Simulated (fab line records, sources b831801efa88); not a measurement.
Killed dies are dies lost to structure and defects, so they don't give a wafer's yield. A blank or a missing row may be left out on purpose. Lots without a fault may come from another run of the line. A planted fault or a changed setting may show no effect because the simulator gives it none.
fab line records | flow sfq_line
record lots=5 wafers=27
route steps=325 shown M3@130 M4@160 R5@213 I5@228 C5@247 I6@266 M7@282 M8@319
start_h: hours from the record's first day to the start of the lot's first wafer shown | wait_h: hours since the lot's step before | " the same as in the row above | L1.1+2: a row that stands for several wafers | - no value, or no start given | * or withheld: withheld | < > ~ a bound
route shown NAME@n: a module of which the file shows steps, and the number in the route of the first | usual: mean/standard deviation of fault-free wafers | same: alike in all rows | chamber/n: place in a boat | sites: the reading at each site | _std_site: their standard deviation | _edge_site: outer sites' mean less inner sites' | radius_mm: how far each site lies from the wafer's centre | mask NAME#n: copy n | behind: the tool/chamber that last shaped the wafer | hold: why the lot was held/for how many hours/how that ended | device: the transistor (n, p or np) that didn't switch | end of line: the same wafers' tests at the end of the route | a step without rows: its recipe alone | killed: dies lost to structure and defects at the first sort, not the wafer's yield | map: a wafer's dies, x killed, . not, _ none there
set.NAME: the setting as run; set.NAME@STEP: as run at that earlier step | model.NAME: the simulator's own value behind a step, which no gauge read
lots whose settings were changed on purpose; a table a step, a row a wafer
## steps
# step SFQ_TRILAYER_M3_ETCH_METAL_ETCH_078
# recipe target=Nb stop_on=SiO2 mask_material=PR chemistry=Cl2/Ar target_depth_nm=240 icp_w=600 bias_w=80 pressure_mtorr=10 time_s=120
# usual oes_product_au=0.894/0.0083
# columns lot.wafer tool chamber start_h wait_h set.time_s oes_product_au model.M3.feature_depth_nm model.KrF_of_TRILAYER_M3_LITHO_COAT_075.thk_nm
L074.1 rie_metal-02 0 652.31 0.0 120 0.894 199.3 380.6
L074.2 " 1 " " 176.4 0.869 210.8 318
L074.3 " 1 " " 176.4 0.870 212.4 316.2
L074.4 " 0 " " 120 0.898 201.5 379.4
L074.5 " 1 " " 176.4 0.863 210 316.6
L074.6 " 0 " " 120 0.889 198.8 378.6
L076.1 rie_metal-02 1 671.54 0.0 120 0.912 205.2 378
L076.2 " 0 " " 120 0.899 203.6 372.8
L076.5 " 0 " " 120 0.906 204.8 374.2
L078.1 rie_metal-04 1 692.17 0.0 120 0.873 194.6 385.3
L078.2 " 0 " " 120 0.893 198.8 386.1
L078.3 " 1 " " 120 0.881 198.4 385.7
L078.4 " 0 " " 120 0.891 197.2 384.2
L078.5 " 0 " " 120 0.890 197.1 386.7
L078.6 " 1 " " 120 0.887 198.5 385.5
L083.1 rie_metal-02 1 722.14 0.1 120 0.893 195.6 378
L083.2 " 1 " " 66.68 1.001 133.5 440.2
L083.3 " 1 " " 66.68 1.009 135.5 441.4
L083.4 " 1 " " 120 0.889 197.9 378.5
L083.5 " 1 " " 66.68 1.001 134.1 439.3
L083.6 " 1 " " 120 0.888 194.2 378.9
L084.1 rie_metal-04 1 724.61 0.0 120 0.902 202.9 386.1
L084.2 " 0 " " 73.43 0.982 142.2 442.8
L084.3 " 0 " " 120 0.897 202.2 387.8
L084.4 " 1 " " 73.43 0.987 144.7 438.6
L084.5 " 0 " " 120 0.896 200.3 390.1
L084.6 " 1 " " 73.43 0.982 143.7 439.7
# step SFQ_TRILAYER_M4_ETCH_METAL_ETCH_096
# recipe target=Nb stop_on=SiO2 mask_material=PR chemistry=Cl2/Ar target_depth_nm=240 icp_w=600 bias_w=80 pressure_mtorr=10 time_s=120
# usual oes_product_au=0.899/0.0068
# columns lot.wafer tool chamber start_h wait_h set.time_s oes_product_au model.KrF_of_TRILAYER_M4_LITHO_COAT_093.thk_nm model.M4.feature_depth_nm
L074.1 rie_metal-03 1 839.30 0.0 120 0.898 377 200.3
L074.2 " 0 " " 120 0.882 380 199.1
L074.3 " 1 " " 120 0.892 374.3 202.1
L074.4 " 0 " " 120 0.894 383.4 201.1
L074.5 " 1 " " 120 0.890 375.3 200.8
L074.6 " 0 " " 120 0.890 380.9 200.2
L076.1 rie_metal-02 1 847.70 0.0 120 0.911 380.8 204.2
L076.2 " 0 " " 120 0.900 375.9 203.8
L076.5 " 0 " " 120 0.891 375.1 202.7
L078.1 rie_metal-02 1 869.46 0.1 120 0.902 384.7 203.4
L078.2 " 1 " " 120 0.903 383.5 203.9
L078.3 " 1 " " 120 0.904 381.7 203.6
L078.4 " 1 " " 120 0.893 384.1 201.2
L078.5 " 1 " " 120 0.909 382.1 203.7
L078.6 " 1 " " 120 0.897 383.7 201.9
L083.1 rie_metal-03 1 1037.95 0.0 120 0.909 378.7 204.2
L083.2 " 0 " " 120 0.899 382.7 203
L083.3 " 0 " " 120 0.897 384.7 202.5
L083.4 " 1 " " 93.98 1.013 411.3 191.7
L083.5 " 1 " " 93.98 1.011 410.4 191.4
L083.6 " 0 " " 93.98 0.996 413.8 187.2
L084.1 rie_metal-03 1 1042.40 0.0 120 0.901 378.1 202
L084.2 " 0 " " 61.64 0.997 449.8 123.2
L084.3 " 1 " " 61.64 1.012 449.1 126
L084.4 " 0 " " 120 0.901 380.4 203.2
L084.5 " 1 " " 61.64 1.014 447.1 126.8
L084.6 " 0 " " 120 0.900 381.1 204.1
# step SFQ_TRILAYER_R5_DEP_SPUTTER_133
# recipe material=MoNx base_pressure_pa=1.33e-06 target_thk_nm=40 power_w=1000 time_s=66.7 chamber_pressure_pa=0.4
# columns lot.wafer tool chamber start_h wait_h set.time_s model.MoNx_of_TRILAYER_R5_DEP_SPUTTER_133.thk_nm
L074.1 pvd_sputter-06 - 1166.47 0.0 66.7 40.29
L074.2 " - " " 90.59 54.38
L074.3 " - " " 90.59 53.63
L074.4 " - " " 90.59 54.55
L074.5 " - " " 66.7 40.09
L074.6 " - " " 66.7 40.36
L076.1 pvd_sputter-04 - 1173.15 0.0 66.7 40.34
L076.2 " - " " 66.7 39.92
L076.5 " - " " 66.7 39.71
L078.1 pvd_sputter-03 - 1191.15 0.0 66.7 41
L078.2 " - " " 77.11 47.24
L078.3 " - " " 77.11 47.52
L078.4 " - " " 66.7 41.59
L078.5 " - " " 77.11 47.42
L078.6 " - " " 66.7 40.82
L083.1 pvd_sputter-03 - 1346.27 0.0 90.44 54.39
L083.2 " - " " 90.44 54.16
L083.3 " - " " 66.7 40.48
L083.4 " - " " 90.44 54.77
L083.5 " - " " 66.7 40.44
L083.6 " - " " 66.7 40.3
L084.1 pvd_sputter-04 - 1349.94 0.0 36.72 22.19
L084.2 " - " " 36.72 22.25
L084.3 " - " " 36.72 22.38
L084.4 " - " " 66.7 40.32
L084.5 " - " " 66.7 40.34
L084.6 " - " " 66.7 39.83
# step SFQ_TRILAYER_R5_DEP_SPUTTER_134
# recipe material=Ti base_pressure_pa=1.33e-06 target_thk_nm=5 power_w=2000 time_s=5 chamber_pressure_pa=0.4
# step SFQ_R5_RS_MEAS_933
# recipe thk_meas_gauge=four-point-probe reads=Ti_of_TRILAYER_R5_DEP_SPUTTER_134+MoNx_of_TRILAYER_R5_DEP_SPUTTER_133+Ti_of_TRILAYER_R5_DEP_SPUTTER_132
# usual R5_MONX_RS=7.02/0.065
# columns lot.wafer tool chamber start_h wait_h set.time_s@TRILAYER_R5_DEP_SPUTTER_133 R5_MONX_RS[ohm/sq]
L074.1 film_metro-03 - 1166.54 0.0 66.7 7.01
L074.2 " - " " 90.59 5.26
L074.3 " - " " 90.59 5.34
L074.4 " - " " 90.59 5.26
L074.5 " - " " 66.7 7.04
L074.6 " - " " 66.7 6.99
L076.1 film_metro-02 - 1173.22 0.0 66.7 6.98
L076.2 " - " " 66.7 7.06
L076.5 " - " " 66.7 7.10
L078.1 film_metro-02 - 1191.22 0.0 66.7 6.91
L078.2 " - " " 77.11 6.03
L078.3 " - " " 77.11 5.99
L078.4 " - " " 66.7 6.81
L078.5 " - " " 77.11 6.01
L078.6 " - " " 66.7 6.93
L083.1 film_metro-02 - 1346.34 0.0 90.44 5.29
L083.2 " - " " 90.44 5.30
L083.3 " - " " 66.7 6.97
L083.4 " - " " 90.44 5.25
L083.5 " - " " 66.7 7.00
L083.6 " - " " 66.7 7.00
L084.1 film_metro-01 - 1350.02 0.0 36.72 12.11
L084.2 " - " " 36.72 12.10
L084.3 " - " " 36.72 12.05
L084.4 " - " " 66.7 6.97
L084.5 " - " " 66.7 6.98
L084.6 " - " " 66.7 7.08
# step SFQ_R5_THK_MEAS_934
# recipe thk_meas_gauge=xrf reads=MoNx_of_TRILAYER_R5_DEP_SPUTTER_133
# usual R5_MONX_THK=40.3/0.46
# columns lot.wafer tool chamber start_h wait_h set.time_s@TRILAYER_R5_DEP_SPUTTER_133 R5_MONX_THK[nm]
L074.1 film_metro-03 - 1166.66 0.1 66.7 40.4
L074.2 " - " " 90.59 54.4
L074.3 " - " " 90.59 54.2
L074.4 " - " " 90.59 54.9
L074.5 " - " " 66.7 40.2
L074.6 " - " " 66.7 40.5
L076.1 film_metro-02 - 1173.34 0.1 66.7 40.5
L076.2 " - " " 66.7 40.1
L076.5 " - " " 66.7 40.0
L078.1 film_metro-02 - 1191.34 0.1 66.7 41.3
L078.2 " - " " 77.11 47.5
L078.3 " - " " 77.11 48.1
L078.4 " - " " 66.7 41.8
L078.5 " - " " 77.11 47.8
L078.6 " - " " 66.7 41.0
L083.1 film_metro-02 - 1346.46 0.1 90.44 54.7
L083.2 " - " " 90.44 54.7
L083.3 " - " " 66.7 40.7
L083.4 " - " " 90.44 55.1
L083.5 " - " " 66.7 40.8
L083.6 " - " " 66.7 40.6
L084.1 film_metro-01 - 1350.14 0.1 36.72 22.2
L084.2 " - " " 36.72 22.1
L084.3 " - " " 36.72 22.2
L084.4 " - " " 66.7 40.1
L084.5 " - " " 66.7 40.0
L084.6 " - " " 66.7 39.6
# step SFQ_TRILAYER_A5C_DEP_PECVD_142
# recipe material=SiO2 temp_c=150 time_s=15.556 pressure_torr=2.4 rf_w=183.3 precursor=SiH4/N2O target_thk_nm=70
# columns lot.wafer tool chamber start_h wait_h set.time_s model.SiO2_of_TRILAYER_A5C_DEP_PECVD_142.thk_nm
L074.1 pecvd-02 2 1309.30 0.0 15.556 69.09
L074.2 " 1 " " 22.89 102
L074.3 " 0 " " 22.89 102.1
L074.4 " 1 " " 15.556 70.52
L074.5 " 0 " " 15.556 69.49
L074.6 " 2 " " 22.89 103.6
L076.1 pecvd-02 0 1316.50 0.0 15.556 68.27
L076.2 " 1 " " 15.556 69.25
L076.5 " 0 " " 15.556 69.78
L078.1 pecvd-01 2 1335.70 0.0 12 53.19
L078.2 " 1 " " 15.556 69.08
L078.3 " 0 " " 12 53.16
L078.4 " 2 " " 15.556 70.53
L078.5 " 1 " " 15.556 70.81
L078.6 " 0 " " 12 54.63
L083.1 pecvd-02 1 1472.65 0.0 15.556 69.46
L083.2 " 2 " " 15.556 69.08
L083.3 " 0 " " 9.233 40.09
L083.4 " 1 " " 9.233 41.72
L083.5 " 0 " " 9.233 41.74
L083.6 " 2 " " 15.556 71
L084.1 pecvd-04 0 1475.05 0.0 9.449 42.04
L084.2 " 2 " " 15.556 70.2
L084.3 " 1 " " 9.449 42.52
L084.4 " 0 " " 15.556 69.69
L084.5 " 1 " " 15.556 70.71
L084.6 " 2 " " 9.449 42.32
# step SFQ_TRILAYER_I5_LITHO_COAT_149
# recipe resist=BARC spin_rpm=3000 resist_thk_nm=62
# step SFQ_TRILAYER_I5_LITHO_COAT_144
# recipe resist=KrF spin_rpm=3000 resist_thk_nm=650
# step SFQ_TRILAYER_C5_BARC_OPEN_VIA_ETCH_210
# recipe mask_material=PR chemistry=O2 target_depth_nm=125 target=BARC source_w=500 bias_w=80 pressure_mtorr=30 time_s=41.7
# step SFQ_TRILAYER_C5_ETCH_VIA_ETCH_154
# recipe target=SiO2 mask_material=PR chemistry=CHF3 target_depth_nm=84 source_w=500 bias_w=80 pressure_mtorr=30 time_s=withheld stop_on=Nb
# usual oes_product_au=0.893/0.0068
# columns lot.wafer tool chamber start_h wait_h set.time_s@TRILAYER_A5C_DEP_PECVD_142 oes_product_au model.C5.feature_depth_nm
L074.1 rie_diel-01 3 1444.07 0.0 * 0.892 69.09
L074.2 " 2 " " * 0.999 83.54
L074.3 " 0 " " * 0.982 82.65
L074.4 " 1 " " * 0.892 70.52
L074.5 " 2 " " * 0.893 69.49
L074.6 " 1 " " * 1.006 85.39
L076.1 rie_diel-04 0 1452.60 0.0 * 0.882 68.27
L076.2 " 1 " " * 0.897 69.25
L076.5 " 0 " " * 0.889 69.78
L078.1 rie_diel-01 0 1467.85 0.0 * 0.771 53.19
L078.2 " 3 " " * 0.890 69.08
L078.3 " 2 " " * 0.767 53.16
L078.4 " 1 " " * 0.898 70.53
L078.5 " 1 " " * 0.893 70.81
L078.6 " 2 " " * 0.778 54.63
L083.1 rie_diel-04 1 1597.21 0.0 * 0.890 69.46
L083.2 " 3 " " * 0.887 69.08
L083.3 " 0 " " * 0.680 40.09
L083.4 " 2 " " * 0.680 41.72
L083.5 " 0 " " * 0.683 41.74
L083.6 " 3 " " * 0.909 71
L084.1 rie_diel-03 3 1599.61 0.0 * 0.685 42.04
L084.2 " 2 " " * 0.899 70.2
L084.3 " 1 " " * 0.690 42.52
L084.4 " 0 " " * 0.892 69.69
L084.5 " 2 " " * 0.892 70.71
L084.6 " 3 " " * 0.692 42.32
# step SFQ_TRILAYER_I6_DEP_PECVD_165
# recipe material=SiO2 temp_c=150 time_s=111.11 pressure_torr=2.4 rf_w=183.3 precursor=SiH4/N2O target_thk_nm=500
# columns lot.wafer tool chamber start_h wait_h set.time_s model.SiO2_of_TRILAYER_I6_DEP_PECVD_165.thk_nm
L074.1 pecvd-03 0 1567.84 0.0 111.11 501.2
L074.2 " 2 " " 111.11 502.2
L074.3 " 1 " " 83.3 368.4
L074.4 " 1 " " 83.3 376
L074.5 " 0 " " 111.11 510.7
L074.6 " 2 " " 83.3 371.7
L076.1 pecvd-02 2 1574.27 0.0 111.11 487.8
L076.2 " 0 " " 111.11 491.2
L076.5 " 1 " " 111.11 495.7
L078.1 pecvd-04 2 1590.30 0.0 111.11 503.5
L078.2 " 1 " " 156.6 704
L078.3 " 0 " " 156.6 697.5
L078.4 " 2 " " 156.6 713.6
L078.5 " 0 " " 111.11 505.8
L078.6 " 1 " " 111.11 510.5
L083.1 pecvd-02 1 1601.75 0.0 111.11 489.8
L083.2 " 2 " " 51.96 217.4
L083.3 " 0 " " 111.11 486.4
L083.4 " 0 " " 111.11 487.5
L083.5 " 2 " " 51.96 225.7
L083.6 " 1 " " 51.96 219.5
L084.1 pecvd-03 0 1604.02 0.0 111.11 492.8
L084.2 " 1 " " 111.11 482.8
L084.3 " 2 " " 111.11 495.9
L084.4 " 2 " " 111.11 496.2
L084.5 " 1 " " 111.11 501.4
L084.6 " 0 " " 111.11 500.6
# step SFQ_TRILAYER_I6_CMP_CMP_166
# recipe material=SiO2 down_force_psi=3 platen_rpm=60 pad_velocity_m_s=0.94248
# usual time_to_endpoint_s=216/6.9
# columns lot.wafer tool chamber start_h wait_h set.time_s@TRILAYER_I6_DEP_PECVD_165 time_to_endpoint_s
L074.2 cmp-01 2 1592.25 24.4 111.11 223
L074.3 " 3 " " 83.3 124
L074.1 " 0 " " 111.11 219
L074.4 " 1 " " 83.3 126
L074.6 " 2 " " 83.3 129
L074.5 " 3 " " 111.11 227
L076.2 cmp-02 1 1602.09 27.8 111.11 211
L076.1 " 2 " " 111.11 214
L076.5 " 1 1604.09 29.7 111.11 215
L078.2 cmp-01 2 1610.25 19.9 156.6 365
L078.4 " 3 " " 156.6 360
L078.3 " 0 " " 156.6 363
L078.1 " 1 " " 111.11 219
L078.5 " 2 " " 111.11 225
L078.6 " 3 " " 111.11 217
L083.2 cmp-02 0 1620.09 18.3 51.96 14
L083.1 " 1 " " 111.11 214
L083.3 " 2 " " 111.11 214
L083.4 " 3 " " 111.11 210
L083.5 " 0 " " 51.96 20
L083.6 " 1 " " 51.96 15
L084.1 cmp-01 1 1622.25 18.2 111.11 215
L084.4 " 2 " " 111.11 216
L084.2 " 3 " " 111.11 205
L084.3 " 0 " " 111.11 223
L084.6 " 1 " " 111.11 223
L084.5 " 2 " " 111.11 220
# step SFQ_TRILAYER_M7_DEP_SPUTTER_175
# recipe material=Nb base_pressure_pa=1.33e-06 chamber_pressure_pa=0.1333 substrate_temp_c=20 target_thk_nm=200 power_w=2000 time_s=133.3
# columns lot.wafer tool chamber start_h wait_h set.time_s model.Nb_of_TRILAYER_M7_DEP_SPUTTER_175.thk_nm
L074.1 pvd_sputter-04 - 1717.41 0.0 133.3 199.2
L074.2+4 " - " " 133.3 196.3
L074.3 " - " " 69.39 100.9
L074.5 " - " " 69.39 103.1
L074.6 " - " " 69.39 103.4
L076.1 pvd_sputter-05 - 1725.81 0.0 133.3 198.5
L076.2 " - " " 133.3 198.7
L076.5 " - " " 133.3 198.8
L078.1 pvd_sputter-06 - 1731.81 0.0 133.3 200.5
L078.2 " - " " 169.2 253
L078.3 " - " " 133.3 201.7
L078.4 " - " " 133.3 202.9
L078.5 " - " " 169.2 256
L078.6 " - " " 169.2 256.5
L083.1 pvd_sputter-05 - 1742.81 0.0 133.3 201.3
L083.2 " - " " 133.3 197.8
L083.3 " - " " 133.3 199.7
L083.4 " - " " 65.63 96.1
L083.5 " - " " 65.63 100.1
L083.6 " - " " 65.63 95.51
L084.1 pvd_sputter-06 - 1743.83 0.0 133.3 201.2
L084.2 " - " " 133.3 203.7
L084.3 " - " " 63.67 98.28
L084.4 " - " " 63.67 99.4
L084.5 " - " " 63.67 98.13
L084.6 " - " " 133.3 203.1
# step SFQ_M7_RS_MEAS_943
# recipe thk_meas_gauge=four-point-probe reads=Nb_of_TRILAYER_M7_DEP_SPUTTER_175
# usual M7_NB_RS=0.887/0.0093
# columns lot.wafer tool chamber start_h wait_h set.time_s@TRILAYER_M7_DEP_SPUTTER_175 M7_NB_RS[ohm/sq]
L074.1 film_metro-04 - 1717.56 0.1 133.3 0.892
L074.2 " - " " 133.3 0.907
L074.3 " - " " 69.39 1.783
L074.4 " - " " 133.3 0.905
L074.5 " - " " 69.39 1.740
L074.6 " - " " 69.39 1.739
L076.1 film_metro-03 - 1725.90 0.0 133.3 0.896
L076.2 " - " " 133.3 0.896
L076.5 " - " " 133.3 0.894
L078.1 film_metro-04 - 1731.90 0.0 133.3 0.884
L078.2 " - " " 169.2 0.700
L078.3 " - " " 133.3 0.879
L078.4 " - " " 133.3 0.876
L078.5 " - " " 169.2 0.692
L078.6 " - " " 169.2 0.691
L083.1 film_metro-04 - 1742.90 0.0 133.3 0.882
L083.2 " - " " 133.3 0.901
L083.3 " - " " 133.3 0.890
L083.4 " - " " 65.63 1.876
L083.5 " - " " 65.63 1.798
L083.6 " - " " 65.63 1.884
L084.1 film_metro-03 - 1743.92 0.0 133.3 0.884
L084.2 " - " " 133.3 0.876
L084.3 " - " " 63.67 1.833
L084.4 " - " " 63.67 1.811
L084.5 " - " " 63.67 1.836
L084.6 " - " " 133.3 0.877
# step SFQ_TRILAYER_M7_LITHO_COAT_182
# recipe resist=BARC spin_rpm=3000 resist_thk_nm=62
# step SFQ_TRILAYER_M7_BARC_OPEN_METAL_ETCH_229
# recipe mask_material=PR chemistry=O2 target_depth_nm=125 target=BARC icp_w=600 bias_w=80 pressure_mtorr=10 time_s=41.7
# step SFQ_TRILAYER_M7_ETCH_METAL_ETCH_180
# recipe target=Nb stop_on=SiO2 mask_material=PR chemistry=Cl2/Ar target_depth_nm=240 icp_w=600 bias_w=80 pressure_mtorr=10 time_s=120
# usual oes_product_au=0.896/0.0069
# columns lot.wafer tool chamber start_h wait_h set.time_s@TRILAYER_M7_DEP_SPUTTER_175 oes_product_au
L074.1 rie_metal-04 0 1726.29 0.0 133.3 0.897
L074.2 " 1 " " 133.3 0.888
L074.3 " 1 " " 69.39 0.638
L074.4 " 0 " " 133.3 0.883
L074.5 " 0 " " 69.39 0.647
L074.6 " 1 " " 69.39 0.641
L076.1 rie_metal-01 0 1733.49 0.0 133.3 0.891
L076.2 " 1 " " 133.3 0.888
L076.5 " 0 " " 133.3 0.891
L078.1 rie_metal-03 1 1739.49 0.0 133.3 0.898
L078.2 " 0 " " 169.2 0.989
L078.3 " 0 " " 133.3 0.900
L078.4 " 1 " " 133.3 0.902
L078.5 " 0 " " 169.2 0.992
L078.6 " 1 " " 169.2 1.014
L083.1 rie_metal-01 1 1852.34 0.1 133.3 0.898
L083.2 " 0 " " 133.3 0.885
L083.3 " 0 " " 133.3 0.901
L083.4 " 1 " " 65.63 0.624
L083.5 " 1 " " 65.63 0.637
L083.6 " 0 " " 65.63 0.633
L084.1 rie_metal-03 1 1853.58 0.1 133.3 0.892
L084.2 " 1 " " 133.3 0.898
L084.3 " 1 " " 63.67 0.634
L084.4 " 1 " " 63.67 0.636
L084.5 " 1 " " 63.67 0.634
L084.6 " 1 " " 133.3 0.902
# step SFQ_TRILAYER_M8_DEP_EVAP_197
# recipe material=Ti angular_spread_deg=1 target_thk_nm=20 time_s=100 power_w=2000
# columns lot.wafer tool chamber start_h wait_h set.time_s model.Ti_of_TRILAYER_M8_DEP_EVAP_197.thk_nm
L074.1 pvd_sputter-01 - 1835.57 0.0 100 20.14
L074.2 " - " " 100 19.74
L074.3 " - " " 100 19.73
L074.4 " - " " 100 19.77
L074.5 " - " " 100 19.87
L074.6 " - " " 100 19.91
L076.1 pvd_sputter-01 - 1850.81 0.0 100 19.47
L076.2 " - " " 100 19.79
L076.5 " - " " 100 19.72
L078.1 pvd_sputter-01 - 1858.47 0.0 45.78 9.27
L078.2 " - " " 100 20.05
L078.3 " - " " 45.78 9.572
L078.4 " - " " 100 19.83
L078.5 " - " " 45.78 9.283
L078.6 " - " " 100 19.98
L083.1 pvd_sputter-02 - 1954.95 0.0 135.9 27.63
L083.2 " - " " 135.9 27.1
L083.3 " - " " 100 20.26
L083.4 " - " " 100 20.06
L083.5 " - " " 135.9 27.36
L083.6 " - " " 100 20.07
L084.1 pvd_sputter-01 - 2030.64 0.0 41.69 8.238
L084.2 " - " " 41.69 8.082
L084.3 " - " " 100 19.69
L084.4 " - " " 41.69 7.957
L084.5 " - " " 100 19.79
L084.6 " - " " 100 19.82
## key
split step=SFQ_TRILAYER_M3_ETCH_METAL_ETCH_078 setting=time_s stated=120 by=wafer
response step=SFQ_TRILAYER_M3_ETCH_METAL_ETCH_078 reading=oes_product_au shape=bent at_lowest=1.004 at_stated=0.893 at_highest=0.867
response step=SFQ_TRILAYER_M3_ETCH_METAL_ETCH_078 reading=model.M3.feature_depth_nm shape=bent at_lowest=134.4 at_stated=199.5 at_highest=211.1
response step=SFQ_TRILAYER_M3_ETCH_METAL_ETCH_078 reading=model.KrF_of_TRILAYER_M3_LITHO_COAT_075.thk_nm change=-1.36 per=1% r=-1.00
split step=SFQ_TRILAYER_M4_ETCH_METAL_ETCH_096 setting=time_s stated=120 by=wafer
response step=SFQ_TRILAYER_M4_ETCH_METAL_ETCH_096 reading=oes_product_au change=-0.00264 per=1% r=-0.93
response step=SFQ_TRILAYER_M4_ETCH_METAL_ETCH_096 reading=model.KrF_of_TRILAYER_M4_LITHO_COAT_093.thk_nm change=-1.41 per=1% r=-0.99
response step=SFQ_TRILAYER_M4_ETCH_METAL_ETCH_096 reading=model.M4.feature_depth_nm change=+1.43 per=1% r=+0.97
split step=SFQ_TRILAYER_R5_DEP_SPUTTER_133 setting=time_s stated=66.7 by=wafer
response step=SFQ_TRILAYER_R5_DEP_SPUTTER_133 reading=model.MoNx_of_TRILAYER_R5_DEP_SPUTTER_133.thk_nm change=+0.395 per=1% r=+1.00
response step=SFQ_R5_RS_MEAS_933 reading=R5_MONX_RS change=-0.0757 per=1% r=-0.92
response step=SFQ_R5_THK_MEAS_934 reading=R5_MONX_THK change=+0.396 per=1% r=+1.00
split step=SFQ_TRILAYER_A5C_DEP_PECVD_142 setting=time_s stated=15.556 by=wafer
response step=SFQ_TRILAYER_A5C_DEP_PECVD_142 reading=model.SiO2_of_TRILAYER_A5C_DEP_PECVD_142.thk_nm change=+0.705 per=1% r=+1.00
response step=SFQ_TRILAYER_C5_ETCH_VIA_ETCH_154 reading=oes_product_au change=+0.00411 per=1% r=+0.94
response step=SFQ_TRILAYER_C5_ETCH_VIA_ETCH_154 reading=model.C5.feature_depth_nm change=+0.556 per=1% r=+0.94
split step=SFQ_TRILAYER_I6_DEP_PECVD_165 setting=time_s stated=111.11 by=wafer
response step=SFQ_TRILAYER_I6_DEP_PECVD_165 reading=model.SiO2_of_TRILAYER_I6_DEP_PECVD_165.thk_nm change=+5 per=1% r=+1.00
response step=SFQ_TRILAYER_I6_CMP_CMP_166 reading=time_to_endpoint_s change=* per=1% r=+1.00
split step=SFQ_TRILAYER_M7_DEP_SPUTTER_175 setting=time_s stated=133.3 by=wafer
response step=SFQ_TRILAYER_M7_DEP_SPUTTER_175 reading=model.Nb_of_TRILAYER_M7_DEP_SPUTTER_175.thk_nm change=+2 per=1% r=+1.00
response step=SFQ_M7_RS_MEAS_943 reading=M7_NB_RS change=-0.0173 per=1% r=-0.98
response step=SFQ_TRILAYER_M7_ETCH_METAL_ETCH_180 reading=oes_product_au change=+0.005 per=1% r=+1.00
split step=SFQ_TRILAYER_M8_DEP_EVAP_197 setting=time_s stated=100 by=wafer
response step=SFQ_TRILAYER_M8_DEP_EVAP_197 reading=model.Ti_of_TRILAYER_M8_DEP_EVAP_197.thk_nm change=+0.198 per=1% r=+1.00
